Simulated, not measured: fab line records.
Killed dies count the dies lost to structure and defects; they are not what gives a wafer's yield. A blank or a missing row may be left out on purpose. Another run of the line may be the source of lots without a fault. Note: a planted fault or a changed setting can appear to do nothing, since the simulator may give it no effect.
Which of the tools did it? | flow sky130 | 14 lots with 42 wafers sampled at 4 steps, on a route of 708 steps

## WHAT THE GAUGES SHOWED, per wafer
SKY_VT_ADJUST_HVTR_OVL_MEAS_08. Usual: VT_ADJUST_HVTR_OVL gives 1.2 nm (standard deviation 1.4).
lot  | measured     | on         | VT_ADJUST_HVTR_OVL (nm) | flag
L687 | day 10 01:36 | overlay-02 | 0.5 -0.1 2.3            |
L688 | day 10 09:50 | overlay-02 | 3.4 5.2 2.6             |
L689 | day 10 23:54 | overlay-02 | 4.5 3.9 3.7             |
L690 | day 11 02:58 | overlay-01 | 2.1 3.7 2.7             |
L691 | day 11 09:24 | overlay-02 | 2.5 2.5 0.0             |
L699 | day 13 20:36 | overlay-01 | 0.1 -0.3 1.0            |
L700 | day 14 04:52 | overlay-01 | 0.9 1.1 1.4             |
L701 | day 14 08:37 | overlay-02 | 2.5 2.8 2.3             |
L702 | day 14 19:16 | overlay-02 | -1.0 0.5 -0.2           |
L704 | day 15 05:43 | overlay-01 | 2.0 1.6 1.7             |
L705 | day 15 13:23 | overlay-02 | 2.5 2.0 3.0             |
L706 | day 15 22:59 | overlay-01 | 2.0 0.4 0.0             |
L707 | day 16 22:01 | overlay-02 | 2.2 1.7 2.0             |
L708 | day 16 23:19 | overlay-02 | 0.0 0.9 -0.2            |

SKY_VIA1_BOW_MEAS_03. Usual: VIA1_BOW gives 80 um (standard deviation 7.5).
lot  | measured     | on            | VIA1_BOW (um) | flag
L687 | day 33 21:35 | film metro-03 | 73 70 69      |
L688 | day 34 01:40 | film metro-04 | 77 76 74      |
L689 | day 34 14:26 | film metro-03 | 83 66 83      |
L699 | day 37 15:56 | film metro-01 | 83 78 82      |
L700 | day 37 21:43 | film metro-01 | 77 89 85      |
L701 | day 38 04:34 | film metro-04 | 86 103 80     |
L702 | day 38 15:02 | film metro-04 | 71 80 73      |
L704 | day 39 06:07 | film metro-03 | 66 60 69      |
L705 | day 39 06:31 | film metro-04 | 89 82 80      |
L706 | day 39 10:53 | film metro-03 | 84 73 74      |
L707 | day 40 12:56 | film metro-04 | 80 75 77      |
L708 | day 40 10:02 | film metro-04 | 66 72 74      |

## WHAT TOOL EACH LOT RAN ON (gives the tool, then ch and the chambers of the sampled wafers, and finally the start)
lot  | SKY_NWELL_RTA_28                 | SKY_SONOS_TUNNEL_DEVELOP_06
L687 | rtp anneal-02 ch 0, day 5 20:23  | litho track-02 ch 0, day 12 00:57
L688 | rtp anneal-02 ch 0, day 6 02:17  | litho track-02 ch 0, day 12 09:00
L689 | rtp anneal-02 ch 0, day 6 14:35  | litho track-02 ch 0, day 13 00:44
L690 | rtp anneal-01 ch 0, day 6 15:50  | litho track-04, day 13 03:36
L691 | rtp anneal-01 ch 0, day 6 20:24  | litho track-02, day 13 11:09
L699 | rtp anneal-02 ch 0, day 8 21:47  | litho track-02 ch 0, day 16 01:53
L700 | rtp anneal-01 ch 0, day 9 04:38  | litho track-01 ch 0, day 16 11:20
L701 | rtp anneal-02 ch 0, day 9 08:17  | litho track-02 ch 0, day 16 14:51
L702 | rtp anneal-01 ch 0, day 9 17:31  | litho track-02 ch 0, day 17 02:54
L704 | rtp anneal-01 ch 0, day 10 01:13 | litho track-02 ch 0, day 17 13:27
L705 | rtp anneal-02 ch 0, day 10 08:31 | litho track-01 ch 0, day 17 23:07
L706 | rtp anneal-02 ch 0, day 10 15:59 | litho track-02 ch 0, day 18 09:12
L707 | rtp anneal-01 ch 0, day 11 11:35 | litho track-02 ch 0, day 19 10:29
L708 | rtp anneal-02 ch 0, day 11 12:55 | litho track-02 ch 0, day 19 11:54
- SKY_NWELL_RTA_28: time 30 s.
- SKY_SONOS_TUNNEL_DEVELOP_06: develop time 60 s.

## WHAT THE TOOLS THEMSELVES READ (means of the sampled wafers that have a number; where no wafer has one, the mark that the record gives instead)
SKY_NWELL_RTA_28. Usual: lamp power pct 25.31 %, standard deviation 0.053; wafer_temp_C_max 1054.9, standard deviation 0.99.
lot  | tool          | lamp power pct (%) | wafer_temp_C_max | flag
L687 | rtp anneal-02 | 25.25              | 1054.9           |
L688 | rtp anneal-02 | 25.30              | 1053.9           |
L689 | rtp anneal-02 | 25.34              | 1054.4           |
L690 | rtp anneal-01 | 25.35              | 1055.1           |
L691 | rtp anneal-01 | 25.32              | 1055.2           |
L699 | rtp anneal-02 | 25.33              | 1055.9           |
L700 | rtp anneal-01 | 25.21              | 1055.5           |
L701 | rtp anneal-02 | 25.33              | 1054.1           |
L702 | rtp anneal-01 | 25.31              | 1055.1           |
L704 | rtp anneal-01 | 25.31              | 1054.8           |
L705 | rtp anneal-02 | 25.29              | 1054.9           |
L706 | rtp anneal-02 | 25.33              | 1054.7           |
L707 | rtp anneal-01 | 25.34              | 1054.4           |
L708 | rtp anneal-02 | 25.28              | 1055.3           |

SKY_SONOS_TUNNEL_DEVELOP_06. Usual: chill plate temp C at 22.98 C, with a standard deviation of 0.11.
lot  | tool           | chill plate temp C (C) | flag
L687 | litho track-02 | 23.14                  |
L688 | litho track-02 | 23.04                  |
L689 | litho track-02 | 23.04                  |
L690 | litho track-04 | -                      | OFF
L691 | litho track-02 | -                      | OFF
L699 | litho track-02 | 22.92                  |
L700 | litho track-01 | 22.98                  |
L701 | litho track-02 | 23.02                  |
L702 | litho track-02 | 22.83                  |
L704 | litho track-02 | 22.90                  |
L705 | litho track-01 | 23.13                  |
L706 | litho track-02 | 22.96                  |
L707 | litho track-02 | 22.95                  |
L708 | litho track-02 | 22.97                  |

## THE ANSWER, worked out from the rows above alone
Rule: a lot is off if the mean of its wafers that have a number lies more than 3 standard deviations from the usual mean. A lot without any number at a reading at which 4 lots or more have one is off too. Any other lot the step has rows for is counted as sound. First the gauges in route order, then the tools' own readings, where a lot's mean is used as printed above. The first step at which some lot is off is used, and at that step the reading that is off furthest; a lot without a number counts as furthest.
Off: L690, L691 (SKY_SONOS_TUNNEL_DEVELOP_06, chill plate temp C). Without a number there: L690, L691.
A tool fits if, at that step or a process step before it, it ran every lot that is off, and no sound lot after the first of them. None of those tried fits.

## WHAT THE SIMULATOR PUT IN
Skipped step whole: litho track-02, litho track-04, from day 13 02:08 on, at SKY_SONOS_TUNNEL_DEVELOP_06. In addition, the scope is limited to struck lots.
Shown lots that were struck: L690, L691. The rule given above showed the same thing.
